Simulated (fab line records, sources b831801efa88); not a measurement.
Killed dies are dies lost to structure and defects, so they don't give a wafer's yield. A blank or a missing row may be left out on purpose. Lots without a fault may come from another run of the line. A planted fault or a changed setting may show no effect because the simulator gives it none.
fab line records | flow sky130
record lots=6 wafers=18 last_day=49
route steps=708 shown LI_CONTACT@364 PAD_OPEN@708
lots that met no fault: from a run of the same line without faults
start_h: hours from the record's first day to the start of the lot's first wafer shown | wait_h: hours since the lot's step before | " the same as in the row above | L1.1+2: a row that stands for several wafers | - no value, or no start given | * or withheld: withheld | < > ~ a bound
route shown NAME@n: a module of which the file shows steps, and the number in the route of the first | usual: mean/standard deviation of fault-free wafers | same: alike in all rows | chamber/n: place in a boat | sites: the reading at each site | _std_site: their standard deviation | _edge_site: outer sites' mean less inner sites' | radius_mm: how far each site lies from the wafer's centre | mask NAME#n: copy n | behind: the tool/chamber that last shaped the wafer | hold: why the lot was held/for how many hours/how that ended | device: the transistor (n, p or np) that didn't switch | end of line: the same wafers' tests at the end of the route | a step without rows: its recipe alone | killed: dies lost to structure and defects at the first sort, not the wafer's yield | map: a wafer's dies, x killed, . not, _ none there
set.NAME: the setting as run; set.NAME@STEP: as run at that earlier step | model.NAME: the simulator's own value behind a step, which no gauge read
lots at some steps of the route; a table a step, a row a wafer
services: from which hour (start_h, from the record's first day; less than 0 if before it) a tool's chamber was out of use, for how many hours, and why
## steps
# step SKY_LI_CONTACT_CMP_02
# recipe material=PSG down_force_psi=4 platen_rpm=60 pad_velocity_m_s=0.94248
# usual motor_current_A=12.4/1.1 time_to_endpoint_s=30/3.5
# columns lot.wafer tool chamber start_h wait_h motor_current_A time_to_endpoint_s
L327.4 cmp-01 2 680.41 0.3 11.5 37
L327.1 " 3 " " 11.5 28
L327.3 " 0 " " 11.2 26
L328.4 cmp-01 2 690.50 0.2 11.9 37
L328.5 " 1 " " 13.8 30
L328.6 " 2 " " 11.8 36
L335.3 cmp-01 1 744.52 0.1 13.6 34
L335.2 " 3 " " 11.3 30
L335.5 " 1 " " 13.8 32
L340.1 cmp-01 1 787.98 0.1 14.1 27
L340.5 " 1 " " 13.8 27
L340.6 " 2 " " 12.2 35
L342.3 cmp-01 3 798.67 0.1 11.3 27
L342.5 " 1 " " 13.4 27
L342.6 " 2 " " 11.4 33
L343.4 cmp-02 2 810.77 0.0 12.5 26
L343.2 " 0 " " 14.2 34
L343.3 " 1 " " 11.6 29
# step SKY_LI_CONTACT_BOW_MEAS_03
# recipe mode=bow
# usual LI_CONTACT_BOW=54/7
# columns lot.wafer tool chamber start_h wait_h LI_CONTACT_BOW[um]
L327.1 film_metro-03 - 680.66 0.1 67
L327.3 " - " " 52
L327.4 " - " " 52
L328.4 film_metro-03 - 690.83 0.3 53
L328.5 " - " " 54
L328.6 " - " " 54
L335.2 film_metro-04 - 744.79 0.1 68
L335.3 " - " " 53
L335.5 " - " " 51
L340.1 film_metro-02 - 788.28 0.2 62
L340.5 " - " " 37
L340.6 " - " " 56
L342.3 film_metro-03 - 798.91 0.2 52
L342.5 " - " " 50
L342.6 " - " " 58
L343.2 film_metro-03 - 811.09 0.2 73
L343.3 " - " " 60
L343.4 " - " " 55
# step SKY_LI_CONTACT_DEHYDRATE_04
# recipe temp_c=200 time_s=60
# step SKY_LI_CONTACT_HMDS_05
# recipe prime_time_s=60 prime_temp_c=120
# step SKY_LI_CONTACT_COAT_06
# recipe resist=BARC temp_c=withheld time_s=withheld spin_rpm=3000 resist_thk_nm=60
# step SKY_LI_CONTACT_COAT_07
# recipe resist=KrF-thick spin_rpm=3000 resist_thk_nm=450
# step SKY_LI_CONTACT_SOFTBAKE_08
# recipe temp_c=100 time_s=90 resist=KrF-thick
# step SKY_LI_CONTACT_EXPOSE_09
# recipe mask_id=LICM1 na=0.8 source_shape=annular sigma_inner=0.55 sigma_outer=0.85 target_cd_nm=170 dose_mj=38
# step SKY_LI_CONTACT_PEB_10
# recipe peb_temp_c=withheld peb_time_s=withheld resist=KrF-thick
# step SKY_LI_CONTACT_DEVELOP_11
# recipe develop_time_s=60 resist=KrF-thick dev_temp_c=21
# step SKY_LI_CONTACT_CD_MEAS_12
# recipe target_cd_nm=170
# usual cd_nm=170.4/1.8
# columns lot.wafer tool chamber start_h wait_h cd_nm
L327.1 cd_sem-01 - 708.70 - 168.7
L327.3 " - " " 167.9
L327.4 " - " " 168.2
L328.4 cd_sem-01 - 719.04 - 172.3
L328.5 " - " " 171.4
L328.6 " - " " 170.1
L335.2 cd_sem-01 - 771.81 - 168.5
L335.3 " - " " 169.1
L335.5 " - " " 168.6
L340.1 cd_sem-02 - 815.08 - 172.2
L340.5 " - " " 171.0
L340.6 " - " " 171.8
L342.3 cd_sem-01 - 825.42 - 171.8
L342.5 " - " " 172.2
L342.6 " - " " 171.1
L343.2 cd_sem-02 - 837.10 - 168.5
L343.3 " - " " 169.9
L343.4 " - " " 169.1
# step SKY_LI_CONTACT_OVL_MEAS_13
# usual LI_CONTACT_OVL=-2/5.9
# columns lot.wafer tool chamber start_h wait_h LI_CONTACT_OVL[nm]
L327.1 overlay-01 - 708.82 0.1 5
L327.3 " - " " 12
L327.4 " - " " 8
L328.4 overlay-01 - 719.12 0.1 9
L328.5 " - " " 14
L328.6 " - " " 2
L335.2 overlay-02 - 771.91 0.1 -2
L335.3 " - " " -9
L335.5 " - " " -3
L340.1 overlay-01 - 815.20 0.1 -5
L340.5 " - " " -5
L340.6 " - " " 0
L342.3 overlay-01 - 825.51 0.1 -3
L342.5 " - " " -8
L342.6 " - " " -5
L343.2 overlay-01 - 837.21 0.1 -3
L343.3 " - " " 5
L343.4 " - " " 5
# step SKY_LI_CONTACT_ETCH_14
# recipe chemistry=N2/H2 target=BARC ion_energy_ev=200 source_w=500 bias_w=98.04 pressure_mtorr=30 n2_flow_sccm=100 h2_flow_sccm=200 stop_on=SiO2 time_s=45.9 target_depth_a=600
# usual drypump_motor_current_A=5.7/0.44 h2_flow_sccm=200.0/0.68 oes_product_au=0.854/0.0044 run_length_s=74.3/0.4 throttle_valve_pct=13.224/0.0089
# columns lot.wafer tool chamber start_h wait_h drypump_motor_current_A h2_flow_sccm oes_product_au rf_hours_counter_h run_length_s throttle_valve_pct model.KrF-thick_of_LI_CONTACT_COAT_07.thk_nm model.etch.depth_nm model.LI_CONTACT.cd_nm
L327.1 rie_diel-04 0 708.86 0.0 5.7 199.8 0.863 7 74.0 13.250 394.7 59.94 168.4
L327.3 " 1 " " 6.0 199.2 0.858 3 74.2 13.217 393.9 59.91 168.1
L327.4 " 2 " " 6.4 200.0 0.985 39 52.2 13.226 414.4 39.48 163.4
L328.4 rie_diel-04 0 719.16 0.0 5.7 199.3 0.854 - 74.1 13.231 389.4 60.18 171.2
L328.5 " 2 " " 6.4 200.4 0.996 - 52.1 13.236 412.4 39.91 167.5
L328.6 " 1 " " 6.0 199.8 0.861 - 74.0 13.225 391 60.25 170.1
L335.2 rie_diel-03 1 771.94 0.0 5.0 200.4 0.853 7 74.6 13.227 392.5 59.68 169.1
L335.3 " 0 " " 5.1 200.1 0.847 6 75.1 13.223 392.1 59.9 169.6
L335.5 " 1 " " 5.0 200.4 0.862 - 74.7 13.222 391.9 59.84 169.1
L340.1 rie_diel-02 3 815.24 0.0 5.3 199.7 0.852 12 73.6 13.223 391.9 60.07 170.9
L340.5 " 2 " " 5.6 200.0 0.859 - 74.4 13.215 393.1 60.02 170
L340.6 " 3 " " 5.3 200.5 0.848 - 73.6 13.216 391.3 60.02 170.9
L342.3 rie_diel-04 2 825.54 0.0 6.4 200.9 0.853 1 74.0 13.208 390.9 59.85 170.4
L342.5 " 2 " " 6.4 200.5 0.857 - 74.0 13.218 390.4 59.83 171.6
L342.6 " 1 " " 6.0 201.0 0.850 - 73.8 13.212 391.5 59.75 171.7
L343.2 rie_diel-03 0 837.24 0.0 5.1 199.6 0.855 8 74.6 13.210 392.9 60.03 168.5
L343.3 " 3 " " 5.0 201.0 0.850 0 74.4 13.228 393.3 59.83 169.4
L343.4 " 1 " " 5.1 200.2 0.852 9 74.4 13.223 394.9 59.88 169.4
# step SKY_LI_CONTACT_ETCH_15
# recipe target=PSG chemistry=C4F8/O2/Ar stop_on=Si taper_deg=4.15 mask_material=KrF-thick source_w=1500 bias_w=1200 pressure_mtorr=40 c4f8_flow_sccm=withheld O2_flow_sccm=6 Ar_flow_sccm=300 time_s=withheld target_depth_a=6000
# usual oes_product_au=0.836/0.0046
# columns lot.wafer tool chamber start_h wait_h oes_product_au model.KrF-thick_of_LI_CONTACT_COAT_07.thk_nm model.LI_CONTACT.cd_nm
L327.1 rie_diel-04 0 708.90 0.0 0.844 236.5 168.6
L327.3 " 1 " " 0.832 234.9 168.3
L327.4 " 2 " " 0.836 253.6 163.5
L328.4 rie_diel-04 0 719.22 0.0 0.840 230.7 172.2
L328.5 " 2 " " 0.840 252.8 167.7
L328.6 " 1 " " 0.832 231 170.4
L335.2 rie_diel-03 1 771.99 0.0 0.831 231.6 169.9
L335.3 " 0 " " 0.835 229.5 169.4
L335.5 " 1 " " 0.837 233 169.4
L340.1 rie_diel-02 3 815.28 0.0 0.844 222.1 171.2
L340.5 " 2 " " 0.838 232.6 169.1
L340.6 " 3 " " 0.834 223.2 171.1
L342.3 rie_diel-04 2 825.58 0.0 0.837 228.6 170.6
L342.5 " 2 " " 0.836 226.9 172.2
L342.6 " 1 " " 0.837 232.4 171.6
L343.2 rie_diel-03 0 837.28 0.0 0.838 229.7 169.1
L343.3 " 3 " " 0.833 232.1 170.3
L343.4 " 1 " " 0.828 234.6 169.9
# step SKY_LI_CONTACT_STRIP_16
# recipe chemistry=O2/N2 power_w=1400 pressure_mtorr=1500 platen_temp_c=withheld o2_flow_sccm=3000 n2_flow_sccm=300 overash_fraction=0.5
# usual drypump_motor_current_A=6.0/0.52 oes_product_au=0.375/0.0049 strip_time_to_endpoint_s=3.49/0.037
# columns lot.wafer tool chamber start_h wait_h drypump_motor_current_A oes_product_au rf_hours_counter_h strip_time_to_endpoint_s
L327.1 plasma_asher-04 1 708.99 - 6.3 0.371 104 3.54
L327.3 " 1 " " 6.3 0.378 - 3.52
L327.4 " 0 " " 6.2 0.387 - 3.75
L328.4 plasma_asher-01 0 719.30 - 5.3 0.374 - 3.49
L328.5 " 1 " " 5.5 0.378 - 3.73
L328.6 " 0 " " 5.2 0.380 - 3.49
L335.2 plasma_asher-01 0 772.07 - 5.3 0.377 101 3.49
L335.3 " 0 " " 5.3 0.367 - 3.46
L335.5 " 1 " " 5.4 0.366 - 3.51
L340.1 plasma_asher-01 1 815.37 - 5.5 0.366 105 3.40
L340.5 " 1 " " 5.4 0.376 - 3.51
L340.6 " 0 " " 5.2 0.379 - 3.39
L342.3 plasma_asher-03 0 825.70 - 5.7 0.385 - 3.47
L342.5 " 0 " " 5.7 0.378 - 3.44
L342.6 " 1 " " 6.7 0.378 - 3.51
L343.2 plasma_asher-04 0 837.37 - 6.2 0.371 10 3.47
L343.3 " 1 " " 6.3 0.365 - 3.51
L343.4 " 0 " " 6.2 0.378 - 3.52
# step SKY_LI_CONTACT_CLEAN_17
# recipe chemistry=NMP time_s=600 temp_c=60 dry=n2_spin
# step SKY_PAD_OPEN_PROBE_99
# columns lot.wafer tool chamber start_h wait_h model.etest.licon_pdiff.rc_ohm model.etest.licon_high_po.rc_ohm model.etest.licon_ndiff.rc_ohm model.etest.sonos_uncharged.r_on_ohm_um model.etest.licon_poly.rc_ohm
L327.1 prober-01 - 1102.82 0.1 601.5 357.1 189.4 809 164.7
L327.4 prober-01 - 1102.97 0.2 682.7 402.8 208.8 841.2 171.9
L328.4 prober-02 - 1107.56 0.2 590.6 341 186.7 811.3 153.8
L328.5 prober-02 - 1107.61 0.2 658 378.6 193.8 835.6 166.8
L328.6 prober-02 - 1107.66 0.2 572.8 356.5 175.7 784.4 155.5
L335.2 prober-01 - 1147.69 0.1 578.4 366.8 185.9 818.4 152.8
L335.3 prober-01 - 1147.74 0.2 594.1 334.4 183.7 809.7 155.9
L335.5 prober-01 - 1147.84 0.2 601.1 348 187.8 811.6 147.7
L340.1 prober-02 - 1173.56 0.1 551.6 342.5 169.6 801.7 148.3
L340.5 prober-02 - 1173.76 0.2 596.1 381.1 180.8 809.1 153.4
L340.6 prober-02 - 1173.81 0.2 553 359.1 175.5 799.4 148.2
L342.3 prober-02 - 1183.42 0.2 575 333.4 177.4 814.6 146.2
L342.5 prober-02 - 1183.52 0.2 560.2 351.4 169.6 808.4 150.3
L342.6 prober-02 - 1183.57 0.2 592.4 350 172.2 813.8 151.6
L343.2 prober-01 - 1187.22 0.1 586.8 354.2 196.8 801.7 154.8
L343.3 prober-01 - 1187.27 0.2 610.5 349.6 182.3 807.7 149.5
L343.4 prober-01 - 1187.32 0.2 561.1 353.4 182.4 821.7 153
# killed by level:class
L328.4 VIA1:geometric_particle:open=11 VIA2:geometric_particle:open=11 CONTACT:geometric_particle:open=7 POLY_GATE:geometric_particle:open=6 FIELD_ISO:geometric_particle:open=5 METAL1:geometric_particle:short=5 VIA1:geometric_particle:short=5 VIA3:geometric_particle:open=5
L328.5 VIA1:geometric_particle:open=16 LOCAL_INTERCONNECT:geometric_particle:short=9 VIA3:geometric_particle:open=8 FIELD_ISO:geometric_particle:short=7 LI_CONTACT:geometric_particle:open=6 CONTACT:geometric_particle:open=5 FIELD_ISO:geometric_particle:open=4 CONTACT:geometric_particle:short=4
L328.6 VIA1:geometric_particle:open=7 VIA3:geometric_particle:open=7 CONTACT:geometric_particle:open=6 VIA2:geometric_particle:open=6 LI_CONTACT:geometric_particle:open=4 METAL1:geometric_particle:short=4 METAL2:geometric_particle:short=4 METAL2:coat_microbubble_printed=3
L335.2 VIA3:geometric_particle:open=9 CONTACT:geometric_particle:open=8 FIELD_ISO:geometric_particle:short=6 LOCAL_INTERCONNECT:geometric_particle:short=5 METAL1:geometric_particle:short=5 METAL2:geometric_particle:open=5 FIELD_ISO:geometric_particle:open=4 POLY_GATE:geometric_particle:short=4
L335.3 VIA1:geometric_particle:open=13 CONTACT:geometric_particle:open=8 VIA1:geometric_particle:short=7 METAL2:geometric_particle:short=6 FIELD_ISO:geometric_particle:short=5 POLY_GATE:geometric_particle:open=5 POLY_GATE:geometric_particle:short=5 VIA3:geometric_particle:open=5
L335.5 CONTACT:geometric_particle:open=9 LI_CONTACT:geometric_particle:open=8 VIA1:geometric_particle:open=8 VIA1:geometric_particle:short=7 VIA3:geometric_particle:open=7 VIA2:geometric_particle:open=6 FIELD_ISO:geometric_particle:short=5 FIELD_ISO:geometric_particle:open=5
L340.1 VIA1:geometric_particle:open=14 LI_CONTACT:geometric_particle:open=8 CONTACT:geometric_particle:open=8 LOCAL_INTERCONNECT:geometric_particle:short=6 VIA3:geometric_particle:open=6 VIA2:geometric_particle:open=5 METAL1:geometric_particle:short=4 CONTACT:geometric_particle:short=3
L340.5 VIA1:geometric_particle:open=10 LI_CONTACT:geometric_particle:open=8 VIA3:geometric_particle:open=7 POLY_GATE:geometric_particle:open=5 FIELD_ISO:geometric_particle:short=4 POLY_GATE:geometric_particle:short=4 CONTACT:geometric_particle:short=4 METAL3:geometric_particle:short=4
L340.6 CONTACT:geometric_particle:open=11 CONTACT:geometric_particle:short=10 FIELD_ISO:geometric_particle:short=6 FIELD_ISO:geometric_particle:open=6 METAL1:geometric_particle:short=6 LI_CONTACT:geometric_particle:short=5 VIA1:geometric_particle:open=4 METAL2:geometric_particle:short=4
L342.3 CONTACT:geometric_particle:open=14 VIA2:geometric_particle:open=11 VIA1:geometric_particle:open=9 METAL1:geometric_particle:short=8 METAL2:geometric_particle:short=6 FIELD_ISO:geometric_particle:short=5 VIA3:geometric_particle:open=5 CONTACT:geometric_particle:short=4
L342.5 VIA1:geometric_particle:open=8 CONTACT:geometric_particle:open=7 METAL2:geometric_particle:short=7 CONTACT:geometric_particle:short=6 VIA3:geometric_particle:open=6 FIELD_ISO:geometric_particle:short=5 VIA2:geometric_particle:open=5 LI_CONTACT:geometric_particle:open=4
L342.6 VIA1:geometric_particle:open=12 CONTACT:geometric_particle:open=11 FIELD_ISO:geometric_particle:open=5 METAL1:geometric_particle:short=5 VIA2:geometric_particle:open=5 METAL4:geometric_particle:short=4 VIA3:geometric_particle:open=4 POLY_GATE:geometric_particle:short=3
L343.2 VIA1:geometric_particle:open=12 CONTACT:geometric_particle:open=10 VIA3:geometric_particle:open=6 LI_CONTACT:geometric_particle:open=5 VIA2:geometric_particle:open=5 FIELD_ISO:geometric_particle:short=4 METAL1:geometric_particle:short=4 METAL2:geometric_particle:short=4
L343.3 VIA1:geometric_particle:open=12 CONTACT:geometric_particle:open=9 FIELD_ISO:geometric_particle:open=7 CONTACT:geometric_particle:short=7 POLY_GATE:geometric_particle:short=6 LI_CONTACT:geometric_particle:short=6 VIA1:geometric_particle:short=6 VIA3:geometric_particle:open=5
L343.4 CONTACT:geometric_particle:open=9 VIA1:geometric_particle:open=9 CONTACT:geometric_particle:short=8 VIA3:geometric_particle:open=7 LI_CONTACT:geometric_particle:open=5 FIELD_ISO:geometric_particle:short=5 LI_CONTACT:geometric_particle:short=5 METAL1:geometric_particle:short=5
## services
# columns tool chamber start_h hours kind
plasma_asher-03 - 664.79 3.2 repair
cmp-02 - 675.95 6.9 repair
rie_diel-04 2 677.60 2.1 repair
rie_diel-03 1 689.38 2.3 repair
rie_diel-04 2 701.92 4.6 repair
rie_diel-03 - 708.84 2.8 pm
rie_diel-04 3 711.79 - clean
rie_diel-04 3 711.79 26.0 scheduled_down
rie_diel-04 3 711.79 26.0 vent_cycle
rie_diel-02 1 721.65 5.3 repair
rie_diel-03 2 733.02 5.1 repair
plasma_asher-04 - 733.75 9.0 pm
rie_diel-03 - 737.35 28.1 pm
cmp-02 - 744.00 4.0 pm
rie_diel-04 - 751.06 2.8 pm
plasma_asher-01 - 756.34 2.1 repair
cmp-02 - 783.96 0.5 repair
rie_diel-04 2 786.99 - clean
rie_diel-04 2 786.99 15.3 scheduled_down
rie_diel-04 2 786.99 15.3 vent_cycle
rie_diel-03 3 807.64 - clean
rie_diel-03 3 807.64 20.7 scheduled_down
rie_diel-03 3 807.64 20.7 vent_cycle
cmp-02 - 836.76 6.3 pm
## key
first_sign step=SKY_LI_CONTACT_ETCH_14 reading=run_length_s direction=down sigmas=55 usual=* struck=*
effect step=SKY_LI_CONTACT_ETCH_14 reading=oes_product_au direction=up sigmas=31 usual=0.854 struck=0.991
effect step=SKY_LI_CONTACT_STRIP_16 reading=strip_time_to_endpoint_s direction=up sigmas=6.7 usual=* struck=*
model_effect step=SKY_LI_CONTACT_ETCH_14 value=KrF-thick_of_LI_CONTACT_COAT_07.thk_nm without=392.9 struck=413.4
model_effect step=SKY_LI_CONTACT_ETCH_15 value=KrF-thick_of_LI_CONTACT_COAT_07.thk_nm without=232.7 struck=253.2
model_effect step=SKY_PAD_OPEN_PROBE_99 value=etest.licon_pdiff.rc_ohm without=598.7 struck=670.3
met_at SKY_LI_CONTACT_ETCH_14
struck_wafers L327.4,L328.5
sort_left_out L327.4
tester_left_out L327,L328
fault kind=process_parameter_drift tool=rie_diel-04 chamber=2 onset_h=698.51 steps=SKY_LI_CONTACT_ETCH_14 channel=time_s offset=* shape=step end_h=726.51 acts_in=* stated=*
# tester_left_out: of these lots the tester's yield and bins aren't shown, on N5 and GAA mostly nor the transistor test; their killed dies are dies lost to structure and defects alone, not to doping, threshold or leakage, so they don't give the yield
# sort_left_out: the simulated sort isn't trusted on such a fault, so these wafers' sort isn't shown, and their yield isn't known
